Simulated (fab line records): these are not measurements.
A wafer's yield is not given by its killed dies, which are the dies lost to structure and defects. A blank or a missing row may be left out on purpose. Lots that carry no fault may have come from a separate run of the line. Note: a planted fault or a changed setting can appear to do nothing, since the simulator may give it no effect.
Split-lot study -- flow sfq-line -- 23 wafers read from 5 lots, route of 325 steps

== SPLIT DETAILS ==
At SFQ_TRILAYER_M2_DEP_SPUTTER_055 (material Nb, target thk 200 nm, time 133.3 s), the setting time-s was moved away from the recipe's 133.3 s on 8 of the 23 wafers read, by -12.8% to +6.2%. For the rest of the wafers, this setting stayed at what the recipe calls for.

== FROM THE SPLIT TO THE READING: what the file shows between them, 5 steps ==
- SFQ_M2_RS_MEAS_914: measures by four-point-probe
- SFQ_TRILAYER_M2_LITHO_COAT_062: resist thk 62 nm (also split here: spin-rpm)
- SFQ_TRILAYER_M2_LITHO_COAT_057: resist thk 600 nm
- SFQ_TRILAYER_M2_LITHO_SOFTBAKE_061
- SFQ_TRILAYER_M2_BARC_OPEN_METAL_ETCH_077: etches BARC in O2, target depth 125 nm, time 41.7 s

== THE READING ==
oes-product-au, in a.u., at SFQ_TRILAYER_M2_ETCH_METAL_ETCH_060 (etches Nb in Cl2/Ar, stops on SiO2, target depth 240 nm, time 120 s). Fault-free wafers of this fab line usually give 0.894 a.u., standard deviation 0.0065 a.u.

wafer,"tool, chamber at the split","time-s as run, s",against the recipe,"oes-product-au, a.u.",against lot-mates on the recipe
L077.1,"pvd-sputter-04, -",133.3,recipe,0.897,-
L077.2,"pvd-sputter-04, -",120.3,-9.8%,0.841,-0.053
L077.3,"pvd-sputter-04, -",120.3,-9.8%,0.846,-0.048
L077.4,"pvd-sputter-04, -",133.3,recipe,0.891,-
L077.5,"pvd-sputter-04, -",120.3,-9.8%,0.846,-0.048
L078.1,"pvd-sputter-04, -",141.5,+6.2%,0.935,+0.032
L078.2,"pvd-sputter-04, -",133.3,recipe,0.906,-
L078.3,"pvd-sputter-04, -",133.3,recipe,0.900,-
L078.4,"pvd-sputter-04, -",141.5,+6.2%,0.928,+0.025
L078.6,"pvd-sputter-04, -",133.3,recipe,0.904,-
L079.1,"pvd-sputter-04, -",133.3,recipe,0.893,-
L079.2,"pvd-sputter-04, -",116.2,-12.8%,0.820,-0.069
L079.3,"pvd-sputter-04, -",116.2,-12.8%,0.829,-0.060
L079.4,"pvd-sputter-04, -",116.2,-12.8%,0.836,-0.053
L079.6,"pvd-sputter-04, -",133.3,recipe,0.884,-
L081.1,"pvd-sputter-04, -",133.3,recipe,0.888,-
L081.2,"pvd-sputter-04, -",133.3,recipe,0.894,-
L081.4,"pvd-sputter-04, -",133.3,recipe,0.906,-
L081.5,"pvd-sputter-04, -",133.3,recipe,0.893,-
L081.6,"pvd-sputter-04, -",133.3,recipe,0.891,-
L085.3,"pvd-sputter-06, -",133.3,recipe,0.899,-
L085.4,"pvd-sputter-06, -",133.3,recipe,0.899,-
L085.6,"pvd-sputter-06, -",133.3,recipe,0.890,-

FIT RESULTS
A straight line over all 23 wafers: oes-product-au changes by +0.00534 a.u. for each +1% of time-s; r = +0.98; the points scatter about the line by 0.0062 a.u.
The same after taking each lot's own level away (the mean of its wafers on the recipe; 23 wafers): +0.00479 a.u. for each +1%; r = +0.98; scatter 0.005 a.u.
According to that fit, moving time-s by its largest amount changes the reading by 0.061 a.u.
Across the lots, their own levels run from 0.8885 to 0.9033 a.u., a range of 2.3 times the standard deviation given above.
Hence the slope depends on the lot-to-lot level, as the two fits are not the same.
Check: with one of the wafers moved furthest among these (-12.8%) left out of the fit, the line predicts -0.0602 a.u. for it against its lot-mates. Against them it came out at -0.0685 a.u.

== THE OTHER SPLITS THESE WAFERS WENT THROUGH ==
These wafers also went through other splits before the reading. Each is held against what the fit with the lots' levels taken away leaves over:
other split on the same wafers,wafers away from the commonest value,r with oes-product-au (lot level and that fit taken away)
SFQ_TRILAYER_M1_LITHO_COAT_044 spin-rpm,9,-0.05
SFQ_TRILAYER_M1_ETCH_METAL_ETCH_042 time-s,6,+0.17
SFQ_TRILAYER_M2_LITHO_COAT_062 spin-rpm,10,-0.04

== THE WHOLE CHAIN: every reading that the file lists as answering this split, in the file's order ==
step,what it does,reading,change (the file's fit),r (the file's)
SFQ_TRILAYER_M2_DEP_SPUTTER_055,"material Nb, target thk 200 nm, time 133.3 s","Nb_of_TRILAYER_M2_DEP_SPUTTER_055.thk-nm (the simulator's own value, which no gauge read)",+1.96 nm for each +1% of the setting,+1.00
SFQ_M2_RS_MEAS_914,measures by four-point-probe,M2_NB_RS,-0.00975 for each +1% of the setting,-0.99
SFQ_TRILAYER_M2_ETCH_METAL_ETCH_060,"etches Nb in Cl2/Ar, stops on SiO2, target depth 240 nm, time 120 s",oes-product-au,+0.00482 a.u. for each +1% of the setting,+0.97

== THE FILE'S OWN FIT ==
oes-product-au changes by +0.00482 a.u. for each +1% of time-s, r = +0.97.
